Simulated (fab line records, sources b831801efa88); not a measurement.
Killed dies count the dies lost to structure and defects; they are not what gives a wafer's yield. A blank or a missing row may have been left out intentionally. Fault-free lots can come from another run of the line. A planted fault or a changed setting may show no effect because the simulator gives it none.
Tool commonality check	flow gf180mcu	Lots sampled 10, wafers sampled 31

REASON IT WAS OPENED
Of 10 lots, 1 have the reading V3_W_RS flagged at GF_V3_RS_MEAS_24. Wafers without a fault read 0.328 ohm/sq, standard deviation 0.0041.
Rule: a lot gets a flag if all its wafers with a number sit over 4 standard deviations from that mean, or if no wafer of it has a number. The other lots count as sound.

lot	measured	on	V3_W_RS (ohm/sq), wafer by wafer	flag
L834	day 22 16:59	film metro-02	0.322 0.323 0.317	
L837	day 23 18:21	film metro-04	0.324 0.322 0.319	
L840	day 24 18:49	film metro-01	0.334 0.333 0.328	
L842	day 25 08:52	film metro-01	0.327 0.332 0.329	
L841	day 25 10:44	film metro-04	0.334 0.330 0.333	
L846	day 26 17:46	film metro-01	0.236 0.238 0.236 0.239	FLAGGED
L851	day 27 23:29	film metro-01	0.334 0.330 0.331	
L854	day 28 20:02	film metro-02	0.335 0.333 0.335	
L855	day 29 02:41	film metro-02	0.326 0.339 0.327	
L856	day 29 09:53	film metro-02	0.333 0.332 0.326	
Average over the flagged lots: 0.237 ohm/sq; offset from the usual -0.091 ohm/sq, equal to -22 standard deviations.

EACH LOT AND THE TOOL IT RAN ON
2 process steps preceding the reading are held in the record, out of 602 steps in the route. In each cell: the tool, then ch and the chambers that the sampled wafers went through, then the start.
lot	flag	GF_V3_ETCH_16	GF_V3_CVD_23
L834		rie diel-04 ch 2,3, day 22 16:04	cvd w-01 ch 0,1, day 22 16:52
L837		rie diel-03 ch 0,2, day 23 17:26	cvd w-01 ch 0,1, day 23 18:14
L840		rie diel-02 ch 0,2,3, day 24 17:52	cvd w-02 ch 0, day 24 18:41
L842		rie diel-02 ch 0,2, day 25 07:56	cvd w-02 ch 0,1, day 25 08:44
L841		rie diel-03 ch 0,3, day 25 09:47	cvd w-02 ch 0,1, day 25 10:37
L846	FLAGGED	rie diel-03 ch 0,3, day 26 16:49	cvd w-01 ch 0, day 26 17:38
L851		rie diel-04 ch 1,3, day 27 22:34	cvd w-02 ch 0,1, day 27 23:22
L854		rie diel-03 ch 2,3, day 28 19:07	cvd w-02 ch 0,1, day 28 19:55
L855		rie diel-03 ch 1,3, day 29 01:49	cvd w-02 ch 0,1, day 29 02:35
L856		rie diel-02 ch 0,1,2, day 29 09:01	cvd w-02 ch 0,1, day 29 09:46
These steps, and what they do:
- GF_V3_ETCH_16: etches BARC in N2/H2.
- GF_V3_CVD_23: deposits W, target thk 350 nm, time 104.9 s.
- GF_V3_RS_MEAS_24: measures by four-point-probe.

FLAGGED AGAINST TOTAL, ONE TOOL AT A TIME (gauges that did the reading follow at the end)
step	tool	lots run	flagged	share of the flagged lots	sound lots run after its first flagged lot
GF_V3_ETCH_16	rie diel-02	3	0	none	-
GF_V3_ETCH_16	rie diel-03	5	1	all	2 (L854,L855)
GF_V3_ETCH_16	rie diel-04	2	0	none	-
GF_V3_CVD_23	cvd w-01	3	1	all	0
GF_V3_CVD_23	cvd w-02	7	0	none	-
GF_V3_RS_MEAS_24	film metro-01	4	1	all	1 (L851)
GF_V3_RS_MEAS_24	film metro-02	4	0	none	-
GF_V3_RS_MEAS_24	film metro-04	2	0	none	-

WHAT THE TABLE ALLOWS
All flagged lots were run by 3 table rows, namely rie diel-03 at GF_V3_ETCH_16, cvd w-01 at GF_V3_CVD_23, film metro-01 at GF_V3_RS_MEAS_24.
- rie diel-03 at GF_V3_ETCH_16 ran 5 lots, 1 of them flagged. Sound lots followed the first flagged one (L854, L855) on it, something a lasting fault affecting the whole tool could not allow.
- cvd w-01 at GF_V3_CVD_23 ran 3 lots, 1 of them flagged. It ran its last sound lot, L837, at day 23 18:14 and its first flagged lot, L846, at day 26 17:38: a fault with its onset between the two fits.
- film metro-01 at GF_V3_RS_MEAS_24 ran 4 lots, 1 of them flagged. Sound lots followed the first flagged one (L851) on it, something a lasting fault affecting the whole tool could not allow.
One tool is left: cvd w-01 at GF_V3_CVD_23.

WHAT HAD BEEN PUT IN BY THE SIMULATOR
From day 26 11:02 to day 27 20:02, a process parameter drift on cvd w-01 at GF_V3_CVD_23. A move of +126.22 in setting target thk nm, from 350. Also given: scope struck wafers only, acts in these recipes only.
Lots struck among those shown: L846. The rule above found the same.
